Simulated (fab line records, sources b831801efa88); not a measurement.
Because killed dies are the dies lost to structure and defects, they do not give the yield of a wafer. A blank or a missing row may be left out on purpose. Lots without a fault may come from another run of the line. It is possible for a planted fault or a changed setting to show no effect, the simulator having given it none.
A struck lot beside a sound one | flow sky130 | 15 out of 708 route steps
Sound: the wafers L409.1, L409.3, L409.4. Struck: wafers L427.2, L427.5. (L427.1 of the same lot was not struck and is left out.) The cause comes at the end.
At each step with rows: each side's tool, then ch and its chambers, then its first start. Under that, the readings that differ: sound wafers | struck wafers | difference of the means | sigmas: that difference in standard deviations of wafers without a fault.
alike: readings whose means differ by less than 2 such deviations, and words and numbers that are the same on both sides. not compared: withheld readings, readings that some wafer has no value for, bounds like >300 that may hide the same value, and numbers for which the record gives no deviation and whose values overlap.
A row with sigmas, a row that says differs or no value, or rows on one side alone: a step with any of these is where the two part. Non-overlapping numbers with no deviation appear without sigmas and do not part them. A reading that every wafer of one side lacks parts them only if that side has two wafers or more.

first, 4 steps without rows for these wafers: SKY_VIA1_SOFTBAKE_08 (time 90 s); SKY_VIA1_EXPOSE_09 (exposes mask VIM, target cd 150 nm); SKY_VIA1_PEB_10; SKY_VIA1_DEVELOP_11 (develop time 60 s).
SKY_VIA1_CD_MEAS_12: target cd 150 nm.
  struck on cdSem-01, day 41 05:22; sound on cdSem-02, day 35 15:32
  alike: cdNm
SKY_VIA1_OVL_MEAS_13:
  struck on overlay-01, day 41 05:29; sound on overlay-02, day 35 15:40
  alike: VIA1_OVL
SKY_VIA1_ETCH_14: etches BARC in N2/H2, stops on SiO2, time 45.9 s, target depth 60 nm.
  sound on rieDiel-03 ch 0,1,2, day 35 15:42; struck on rieDiel-03 ch 0,2, day 41 05:31
  alike: drypumpMotorCurrentA, oesProductAu, throttleValvePct
  not compared: rfHoursCounterH
SKY_VIA1_ETCH_15: etches SiO2 in C4F8/O2/Ar, stops on TiN, target depth 351 nm, time 54 s.
  sound on rieDiel-03 ch 0,1,2, day 35 15:44; struck on rieDiel-03 ch 0,2, day 41 05:34
  alike: oesProductAu
  not compared: rfHoursCounterH
SKY_VIA1_STRIP_16: strips in O2/N2.
  sound on plasmaAsher-02 ch 0,1, day 35 15:47; struck on plasmaAsher-04 ch 1, day 41 05:37
  alike: drypumpMotorCurrentA, oesProductAu, stripTimeToEndpointS
  not compared: rfHoursCounterH
then, 3 steps without rows for these wafers: SKY_VIA1_STRIP_17 (strips in post etch residue remover, time 1200 s); SKY_VIA1_CLEAN_18 (cleans in IPA, time 180 s); SKY_VIA1_CLEAN_19 (cleans in O3/DIW).
SKY_VIA1_SPUTTER_20: material TiN, target thk 20 nm, time 80 s.
  struck on pvdSputter-02, day 41 06:14; sound on pvdSputter-02, day 35 16:28
reading                                 | sound            | struck     | difference | sigmas
model.TiN_of_VIA1_SPUTTER_20.thkNm (nm) | 20.3 20.36 20.13 | 19.07 19.2 | -1.13      | 
  alike: throttleValvePct
SKY_VIA1_CVD_21: deposits W, target thk 270 nm, time 80.902 s.
  sound on cvdW-02 ch 0, day 35 16:32; struck on cvdW-02 ch 0,1, day 41 06:18
reading          | sound       | struck  | difference | sigmas
heaterPowerW (W) | 948 926 938 | 822 879 | -87        | -3
-- the record jumps here: 10 days lie between the struck wafers' starts before and after (it left off in module VIA1 and takes up again in module PAD_OPEN, whose first step shown is number 708 of the route) --
SKY_PAD_OPEN_PROBE_99:
  struck on prober-02, day 51 05:48; sound on prober-02, day 47 05:20
  alike: defectLimitedYield, killed_at_M0_to_M3, killed_at_M4_up, killedAtContacts, killedAtFrontEnd, killedAtOther, killedDies, killedOpen, killedShort, sort_bin_3_pad_short, sort_bin_5_function, sort_bin_6_memory, sortNPass, sortYieldPct

== WHERE THEY PART ==
SKY_VIA1_CVD_21 only, going by this record. Later steps at which nothing parts them and some readings are alike: SKY_PAD_OPEN_PROBE_99.

WHY: the cause the simulator had injected
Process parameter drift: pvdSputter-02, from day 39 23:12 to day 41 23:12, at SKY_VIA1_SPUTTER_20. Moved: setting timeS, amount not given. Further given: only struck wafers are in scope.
